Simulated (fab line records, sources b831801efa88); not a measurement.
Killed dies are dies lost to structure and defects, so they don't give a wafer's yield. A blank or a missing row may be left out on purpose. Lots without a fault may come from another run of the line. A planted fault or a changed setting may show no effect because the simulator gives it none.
A struck lot beside a sound one | flow sky130 | 31 steps out of a route of 708
Sound: wafers L188.3, L188.5, L188.6. Struck: wafers L183.2, L183.3, L183.5. The cause comes at the end.
At each step with rows: each side's tool, then ch and its chambers, then its first start. Under that, the readings that differ: sound wafers | struck wafers | difference of the means | sigmas: that difference in standard deviations of wafers without a fault.
alike: readings whose means differ by less than 2 such deviations, and words and numbers that are the same on both sides. not compared: withheld readings, readings that some wafer has no value for, bounds like >300 that may hide the same value, and numbers for which the record gives no deviation and whose values overlap.
The two part at a step that has a row with sigmas, a row that says differs or no value, or rows on one side only. Numbers that don't overlap but have no deviation are shown without sigmas and don't part them. A reading that every wafer of one side lacks parts them only if that side has two wafers or more.

first, 5 steps without rows for these wafers: SKY_VIA1_ETCH_15 (etches SiO2 in C4F8/O2/Ar, stops on TiN, target depth 351 nm, time 54 s); SKY_VIA1_STRIP_16 (strips in O2/N2); SKY_VIA1_STRIP_17 (strips in post etch residue remover, time 1200 s); SKY_VIA1_CLEAN_18 (cleans in IPA, time 180 s); SKY_VIA1_CLEAN_19 (cleans in O3/DIW).
SKY_VIA1_SPUTTER_20: material TiN, target thk 20 nm, time 80 s.
  sound on pvd_sputter-01, day 39 01:02; struck on pvd_sputter-03, day 36 20:40
  alike: cathode_dc_power_W, throttle_valve_pct
then, 1 step without rows for these wafers: SKY_VIA1_CVD_21 (deposits W, target thk 270 nm, time 80.902 s).
SKY_VIA1_RS_MEAS_22: measures by four-point-probe.
  sound on film_metro-01, day 39 01:14; struck on film_metro-01, day 36 20:50
  alike: VIA1_W_RS
SKY_VIA1_THK_MEAS_23: measures by xrf.
  sound on film_metro-01, day 39 01:20; struck on film_metro-01, day 36 20:57
  alike: VIA1_W_THK
then, 2 steps without rows for these wafers: SKY_VIA1_CMP_24 (polishes, stops on SiO2, t overpolish 15 s, target thk 0 nm); SKY_METAL2_SPUTTER_00 (material Ti, target thk 15 nm, time 10 s).
SKY_METAL2_SPUTTER_01: material TiN, target thk 20 nm, time 16.7 s.
  sound on pvd_sputter-03, day 39 02:11; struck on pvd_sputter-04, day 36 21:19
  alike: cathode_dc_power_W, throttle_valve_pct
SKY_METAL2_SPUTTER_02: material AlCu, target thk 250 nm, time 13.3 s.
  sound on pvd_sputter-03, day 39 02:13; struck on pvd_sputter-04, day 36 21:21
  reading                                     | sound             | struck               | difference | sigmas
  cathode_dc_power_W (W)                      | 10594 10602 10601 | 9120.1 9115.8 9119.7 | -1480.5    | -99 or more
  model.AlCu_of_METAL2_SPUTTER_02.thk_nm (nm) | 247.1 248.6 246.6 | 216.2 217.4 216.1    | -30.9      |
  alike: throttle_valve_pct
SKY_METAL2_SPUTTER_03: material Ti, target thk 5 nm, time 3.3 s.
  sound on pvd_sputter-03, day 39 02:14; struck on pvd_sputter-04, day 36 21:22
  alike: cathode_dc_power_W, throttle_valve_pct
SKY_METAL2_SPUTTER_04: material TiN, target thk 70 nm, time 58.3 s.
  sound on pvd_sputter-03, day 39 02:16; struck on pvd_sputter-04, day 36 21:23
  alike: cathode_dc_power_W, throttle_valve_pct
SKY_METAL2_RS_MEAS_05: measures by four-point-probe.
  sound on film_metro-01, day 39 02:21; struck on film_metro-03, day 36 21:45
  reading                 | sound                | struck               | difference | sigmas
  METAL2_ALCU_RS (ohm/sq) | 0.1282 0.1274 0.1285 | 0.1477 0.1467 0.1476 | +0.0193    | +11
  not compared: hold
SKY_METAL2_THK_MEAS_06: measures by xrf.
  sound on film_metro-01, day 39 02:27; struck on film_metro-03, day 37 03:19
  reading              | sound       | struck      | difference | sigmas
  METAL2_ALCU_THK (nm) | 249 252 251 | 218 220 218 | -32        | -9
  not compared: hold
then, 7 steps without rows for these wafers: SKY_METAL2_HMDS_08 (prime time 60 s); SKY_METAL2_COAT_09 (resist thk 60 nm); SKY_METAL2_COAT_10 (resist thk 450 nm); SKY_METAL2_SOFTBAKE_11 (time 90 s); SKY_METAL2_EXPOSE_12 (exposes mask MM2, target cd 140 nm); SKY_METAL2_PEB_13; SKY_METAL2_DEVELOP_14 (develop time 60 s).
SKY_METAL2_CD_MEAS_15: target cd 140 nm.
  sound on cd_sem-02, day 40 03:10; struck on cd_sem-02, day 37 23:33
  alike: cd_nm
SKY_METAL2_OVL_MEAS_16:
  sound on overlay-01, day 40 03:16; struck on overlay-01, day 37 23:40
  alike: METAL2_OVL
SKY_METAL2_DESCUM_17: chemistry O2, time 8 s.
  sound on rie_metal-04 ch 0,1, day 40 03:18; struck on rie_metal-03 ch 0,1, day 37 23:41
  alike: chamber_pressure_mTorr, drypump_motor_current_A, oes_product_au
  not compared: rf_hours_counter_h
then, 1 step without rows for these wafers: SKY_METAL2_ETCH_18 (etches BARC in N2/H2, stops on SiO2, time 45.9 s, target depth 60 nm).
SKY_METAL2_METAL_ETCH_19: etches the open film in Cl2/BCl3, stops on SiO2, target depth 360 nm, time 78 s.
  sound on rie_metal-04 ch 0,1, day 40 03:25; struck on rie_metal-03 ch 0,1, day 37 23:47
  alike: chamber_pressure_mTorr, drypump_motor_current_A, oes_product_au, throttle_valve_pct
  not compared: rf_hours_counter_h
then, 1 step without rows for these wafers: SKY_METAL2_STRIP_20 (strips in O2/N2).
-- the record jumps here: 10 days lie between the struck wafers' starts before and after (it left off in module METAL2 and takes up again in module PAD_OPEN, whose first step shown is number 708 of the route) --
SKY_PAD_OPEN_PROBE_99:
  sound on prober-02, day 49 13:10; struck on prober-02, day 47 23:12
  reading                      | sound                | struck               | difference | sigmas
  model.etest.met2.line_ohm_um | 0.9276 0.9079 1.016  | 1.058 1.042 1.075    | +0.108     |
  model.etest.met2.rs_ohm_sq   | 0.1299 0.1286 0.1308 | 0.1494 0.1482 0.1492 | +0.0192    |
  alike: defect_limited_yield, killed_at_M0_to_M3, killed_at_M4_up, killed_at_contacts, killed_at_front_end, killed_at_other, killed_dies, killed_open, killed_short, sort_bin_3_pad_short, sort_bin_5_function, sort_bin_6_memory, sort_n_pass, sort_yield_pct

WHERE THEY PART
First at SKY_METAL2_SPUTTER_02; last, within this record, at SKY_METAL2_THK_MEAS_06. Later steps at which nothing parts them and some readings are alike: SKY_METAL2_CD_MEAS_15, SKY_METAL2_OVL_MEAS_16, SKY_METAL2_DESCUM_17, SKY_METAL2_METAL_ETCH_19, SKY_PAD_OPEN_PROBE_99.

WHY: what the simulator had put in
Process parameter drift: pvd_sputter-04, from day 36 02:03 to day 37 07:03, at SKY_METAL2_SPUTTER_02. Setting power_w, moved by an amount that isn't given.
